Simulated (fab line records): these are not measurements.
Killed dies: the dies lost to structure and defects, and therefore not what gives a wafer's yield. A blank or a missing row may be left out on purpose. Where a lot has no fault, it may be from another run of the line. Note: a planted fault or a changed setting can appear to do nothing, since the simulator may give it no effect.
What tool caused it? || flow gf180mcu || 10 lots with 30 wafers sampled at 3 steps, on a route of 602 steps

WHAT THE GAUGES SHOWED, per wafer
GF_VT_IMPLANT_TW_MEAS_21.
{"lot": "L686", "measured": "day 6 07:04", "on": "film_metro-01", "VT_IMPLANT_2_TW": "1193 1194 1197"}
{"lot": "L687", "measured": "day 6 10:59", "on": "film_metro-04", "VT_IMPLANT_2_TW": "1223 1226 1229"}
{"lot": "L688", "measured": "day 6 16:28", "on": "film_metro-03", "VT_IMPLANT_2_TW": "1226 1215 1224"}
{"lot": "L689", "measured": "day 6 23:44", "on": "film_metro-04", "VT_IMPLANT_2_TW": "1231 1226 1221"}
{"lot": "L690", "measured": "day 7 11:28", "on": "film_metro-03", "VT_IMPLANT_2_TW": "1230 1232 1230"}
{"lot": "L691", "measured": "day 7 12:22", "on": "film_metro-04", "VT_IMPLANT_2_TW": "1223 1222 1223"}
{"lot": "L692", "measured": "day 7 20:40", "on": "film_metro-01", "VT_IMPLANT_2_TW": "868 865 870"}
{"lot": "L693", "measured": "day 8 01:07", "on": "film_metro-04", "VT_IMPLANT_2_TW": "885 892 889"}
{"lot": "L694", "measured": "day 8 06:41", "on": "film_metro-04", "VT_IMPLANT_2_TW": "887 886 891"}
{"lot": "L695", "measured": "day 8 14:28", "on": "film_metro-01", "VT_IMPLANT_2_TW": "867 871 869"}

TOOL THAT RAN EACH LOT (tool first, then ch and the chambers of the sampled wafers, then the start)
{"lot": "L686", "GF_MVSD_STRIP_10": "plasma_asher-01 ch 0,1, day 4 11:50", "GF_VT_IMPLANT_IMPLANT_19": "implanter-02 ch 0, day 6 06:49"}
{"lot": "L687", "GF_MVSD_STRIP_10": "plasma_asher-04 ch 0,1, day 4 16:00", "GF_VT_IMPLANT_IMPLANT_19": "implanter-04 ch 0, day 6 10:46"}
{"lot": "L688", "GF_MVSD_STRIP_10": "plasma_asher-03 ch 0,1, day 4 20:27", "GF_VT_IMPLANT_IMPLANT_19": "implanter-02 ch 0, day 6 16:14"}
{"lot": "L689", "GF_MVSD_STRIP_10": "plasma_asher-01 ch 0,1, day 5 03:06", "GF_VT_IMPLANT_IMPLANT_19": "implanter-03 ch 0, day 6 23:29"}
{"lot": "L690", "GF_MVSD_STRIP_10": "plasma_asher-03 ch 0,1, day 5 13:20", "GF_VT_IMPLANT_IMPLANT_19": "implanter-02 ch 0, day 7 11:13"}
{"lot": "L691", "GF_MVSD_STRIP_10": "plasma_asher-01 ch 0,1, day 5 14:38", "GF_VT_IMPLANT_IMPLANT_19": "implanter-04 ch 0, day 7 12:07"}
{"lot": "L692", "GF_MVSD_STRIP_10": "plasma_asher-03 ch 0,1, day 5 21:20", "GF_VT_IMPLANT_IMPLANT_19": "implanter-04 ch 0, day 7 20:26"}
{"lot": "L693", "GF_MVSD_STRIP_10": "plasma_asher-03 ch 0,1, day 6 01:38", "GF_VT_IMPLANT_IMPLANT_19": "implanter-04 ch 0, day 8 00:52"}
{"lot": "L694", "GF_MVSD_STRIP_10": "plasma_asher-01 ch 0,1, day 6 07:05", "GF_VT_IMPLANT_IMPLANT_19": "implanter-03 ch 0, day 8 06:26"}
{"lot": "L695", "GF_MVSD_STRIP_10": "plasma_asher-03 ch 0,1, day 6 14:20", "GF_VT_IMPLANT_IMPLANT_19": "implanter-04 ch 0, day 8 14:13"}
- GF_MVSD_STRIP_10: strips in O2/N2.
- GF_VT_IMPLANT_IMPLANT_19

THE ANSWER, worked out from the rows above alone
Rule: usual is defined by the lots themselves. The widest of any qualifying gaps counts: lots, ordered by their means at a reading, are off when they make up no more than a third of the lots, leave a main group of 4 or more, and stand apart from it by 3 or more times the standard deviation of that group's means. A main group whose means are all the same, to the digits that the tables above print for the reading, isn't used. Also off: a lot with no number at a reading for which 4 or more lots have one. Any other lot the step has rows for is counted as sound.
None of the lots is off at any reading shown; this tells nothing.

WHAT THE SIMULATOR PUT IN
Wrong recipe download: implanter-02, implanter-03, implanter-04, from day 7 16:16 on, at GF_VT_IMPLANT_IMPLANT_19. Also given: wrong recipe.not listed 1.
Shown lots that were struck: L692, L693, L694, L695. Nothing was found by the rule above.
